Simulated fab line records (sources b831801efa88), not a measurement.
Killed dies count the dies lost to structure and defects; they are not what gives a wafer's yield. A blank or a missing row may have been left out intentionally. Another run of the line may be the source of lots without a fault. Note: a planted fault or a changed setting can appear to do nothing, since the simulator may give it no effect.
Matching of chambers :: flow sky130 :: SKY_LI_CONTACT_ETCH_14 on rieDiel-01 has 4 sister chambers
The step etches BARC in N2/H2, stops on SiO2, time 45.9 s, target depth 60 nm. 20 wafers are shown with their chamber, then 10 later ones without.

== WAFERS PAIRED WITH THEIR CHAMBERS ==
wafer: L075.1
chamber: 1
drypumpMotorCurrentA (A): 6.5
throttleValvePct (%): 13.241
oesProductAu (a.u.): 0.853

wafer: L075.2
chamber: 0
drypumpMotorCurrentA (A): 5.4
throttleValvePct (%): 13.206
oesProductAu (a.u.): 0.856

wafer: L075.3
chamber: 2
drypumpMotorCurrentA (A): 5.6
throttleValvePct (%): 13.248
oesProductAu (a.u.): 0.860

wafer: L075.4
chamber: 3
drypumpMotorCurrentA (A): 6.3
throttleValvePct (%): 13.235
oesProductAu (a.u.): 0.859

wafer: L075.5
chamber: 3
drypumpMotorCurrentA (A): 6.3
throttleValvePct (%): 13.216
oesProductAu (a.u.): 0.854

wafer: L075.6
chamber: 0
drypumpMotorCurrentA (A): 5.4
throttleValvePct (%): 13.223
oesProductAu (a.u.): 0.846

wafer: L078.2
chamber: 3
drypumpMotorCurrentA (A): 6.3
throttleValvePct (%): 13.211
oesProductAu (a.u.): 0.854

wafer: L078.3
chamber: 1
drypumpMotorCurrentA (A): 6.6
throttleValvePct (%): 13.231
oesProductAu (a.u.): 0.849

wafer: L078.4
chamber: 1
drypumpMotorCurrentA (A): 6.5
throttleValvePct (%): 13.219
oesProductAu (a.u.): 0.859

wafer: L079.3
chamber: 1
drypumpMotorCurrentA (A): 6.6
throttleValvePct (%): 13.219
oesProductAu (a.u.): 0.856

wafer: L079.4
chamber: 1
drypumpMotorCurrentA (A): 6.6
throttleValvePct (%): 13.216
oesProductAu (a.u.): 0.854

wafer: L079.5
chamber: 0
drypumpMotorCurrentA (A): 5.4
throttleValvePct (%): 13.243
oesProductAu (a.u.): 0.858

wafer: L081.1
chamber: 1
drypumpMotorCurrentA (A): 6.5
throttleValvePct (%): 13.225
oesProductAu (a.u.): 0.851

wafer: L081.2
chamber: 0
drypumpMotorCurrentA (A): 5.4
throttleValvePct (%): 13.228
oesProductAu (a.u.): 0.859

wafer: L081.3
chamber: 3
drypumpMotorCurrentA (A): 6.3
throttleValvePct (%): 13.230
oesProductAu (a.u.): 0.849

wafer: L081.4
chamber: 0
drypumpMotorCurrentA (A): 5.4
throttleValvePct (%): 13.232
oesProductAu (a.u.): 0.846

wafer: L081.5
chamber: 3
drypumpMotorCurrentA (A): 6.3
throttleValvePct (%): 13.231
oesProductAu (a.u.): 0.851

wafer: L081.6
chamber: 1
drypumpMotorCurrentA (A): 6.5
throttleValvePct (%): 13.220
oesProductAu (a.u.): 0.860

wafer: L083.1
chamber: 0
drypumpMotorCurrentA (A): 5.4
throttleValvePct (%): 13.233
oesProductAu (a.u.): 0.851

wafer: L083.3
chamber: 2
drypumpMotorCurrentA (A): 5.6
throttleValvePct (%): 13.221
oesProductAu (a.u.): 0.848

SIGNATURES (averages over the wafers above)
reading: drypumpMotorCurrentA
chamber 0: 5.400
chamber 1: 6.543
chamber 2: 5.600
chamber 3: 6.300
scatter within a chamber: 0.0327

reading: throttleValvePct
chamber 0: 13.22750
chamber 1: 13.22443
chamber 2: 13.23450
chamber 3: 13.22460
scatter within a chamber: 0.0113

reading: oesProductAu
chamber 0: 0.85267
chamber 1: 0.85457
chamber 2: 0.85400
chamber 3: 0.85340
scatter within a chamber: 0.00499
Rule: a wafer lies at a distance from a chamber equal to the root of the sum of squares, over the readings, of (its reading less the chamber's mean, divided by the reading's scatter). If the next closest chamber is less than 2 further off than the closest, the wafer can't be placed; otherwise it belongs to the closest. The scatter: take each reading less its chamber's mean, square it, sum over the shown wafers, divide by the number of wafers less the number of chambers, and take the root.

== WAFERS WITHOUT THEIR CHAMBER ==
wafer: L083.5
drypumpMotorCurrentA (A): 5.6
throttleValvePct (%): 13.223
oesProductAu (a.u.): 0.856

wafer: L090.2
drypumpMotorCurrentA (A): 5.6
throttleValvePct (%): 13.232
oesProductAu (a.u.): 0.854

wafer: L090.4
drypumpMotorCurrentA (A): 5.4
throttleValvePct (%): 13.228
oesProductAu (a.u.): 0.855

wafer: L090.5
drypumpMotorCurrentA (A): 5.4
throttleValvePct (%): 13.225
oesProductAu (a.u.): 0.854

wafer: L092.1
drypumpMotorCurrentA (A): 5.4
throttleValvePct (%): 13.219
oesProductAu (a.u.): 0.857

wafer: L092.2
drypumpMotorCurrentA (A): 6.3
throttleValvePct (%): 13.210
oesProductAu (a.u.): 0.860

wafer: L092.3
drypumpMotorCurrentA (A): 6.5
throttleValvePct (%): 13.231
oesProductAu (a.u.): 0.857

wafer: L094.2
drypumpMotorCurrentA (A): 5.6
throttleValvePct (%): 13.229
oesProductAu (a.u.): 0.849

wafer: L094.5
drypumpMotorCurrentA (A): 6.5
throttleValvePct (%): 13.229
oesProductAu (a.u.): 0.857

wafer: L094.6
drypumpMotorCurrentA (A): 5.6
throttleValvePct (%): 13.212
oesProductAu (a.u.): 0.861

== WHICH CHAMBER EACH WENT THROUGH ==
wafer: L083.5
from the rows above: 2
in truth: 2

wafer: L090.2
from the rows above: 2
in truth: 2

wafer: L090.4
from the rows above: 0
in truth: 0

wafer: L090.5
from the rows above: 0
in truth: 0

wafer: L092.1
from the rows above: 0
in truth: 0

wafer: L092.2
from the rows above: 3
in truth: 3

wafer: L092.3
from the rows above: 1
in truth: 1

wafer: L094.2
from the rows above: 2
in truth: 2

wafer: L094.5
from the rows above: 1
in truth: 1

wafer: L094.6
from the rows above: 2
in truth: 2
10 of 10 placed correctly. Not placeable from these rows: 0. 0 placed wrongly.
